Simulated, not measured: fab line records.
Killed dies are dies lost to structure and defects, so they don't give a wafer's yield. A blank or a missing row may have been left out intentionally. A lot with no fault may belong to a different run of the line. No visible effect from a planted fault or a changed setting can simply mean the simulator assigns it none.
The tool behind it: which one? / flow gf180mcu / Sampling: 7 lots, 21 wafers, 2 of 602 route steps

== WHAT THE GAUGES READ, wafer by wafer ==
GF_V3_THK_MEAS_03.
lot=L765; measured=day 22 19:14; on=film-metro-02; V3_CVD_02_THK (nm)=847 858 860
lot=L769; measured=day 24 07:03; on=film-metro-03; V3_CVD_02_THK (nm)=837 847 869
lot=L771; measured=day 24 23:46; on=film-metro-03; V3_CVD_02_THK (nm)=846 862 861
lot=L774; measured=day 25 13:53; on=film-metro-03; V3_CVD_02_THK (nm)=841 849 849
lot=L775; measured=day 26 08:22; on=film-metro-03; V3_CVD_02_THK (nm)=843 838 856
lot=L778; measured=day 26 22:44; on=film-metro-03; V3_CVD_02_THK (nm)=848 860 846
lot=L785; measured=day 28 11:20; on=film-metro-04; V3_CVD_02_THK (nm)=827 846 837

== WHAT TOOL EACH LOT RAN ON (gives the tool, then ch and the chambers of the sampled wafers, and finally the start) ==
lot=L765; GF_DUAL_GATE_DEVELOP_10=litho-track-01 ch 0, day 9 09:14
lot=L769; GF_DUAL_GATE_DEVELOP_10=litho-track-04 ch 0, day 10 10:31
lot=L771; GF_DUAL_GATE_DEVELOP_10=litho-track-04 ch 0, day 11 02:11
lot=L774; GF_DUAL_GATE_DEVELOP_10=litho-track-01 ch 0, day 11 16:04
lot=L775; GF_DUAL_GATE_DEVELOP_10=litho-track-02 ch 0, day 12 05:21
lot=L778; GF_DUAL_GATE_DEVELOP_10=litho-track-04 ch 0, day 12 16:49
lot=L785; GF_DUAL_GATE_DEVELOP_10=litho-track-02 ch 0, day 14 16:38
- GF_DUAL_GATE_DEVELOP_10: develop time 60 s.

== THE ANSWER, worked out from the rows above alone ==
Rule: the usual values come from the lots themselves. The widest of any qualifying gaps counts: lots, ordered by their means at a reading, are off when they make up no more than a third of the lots, leave a main group of 4 or more, and stand apart from it by 3 or more times the standard deviation of that group's means. The tables above print the reading to a certain number of digits; a main group whose means all agree to those digits is not used. A lot without any number at a reading at which 4 lots or more have one is off too. The other lots that the step has rows for count as sound.
No lot is off on any of the readings shown, so nothing can be concluded from this.

== WHAT THE SIMULATOR HAD INSERTED ==
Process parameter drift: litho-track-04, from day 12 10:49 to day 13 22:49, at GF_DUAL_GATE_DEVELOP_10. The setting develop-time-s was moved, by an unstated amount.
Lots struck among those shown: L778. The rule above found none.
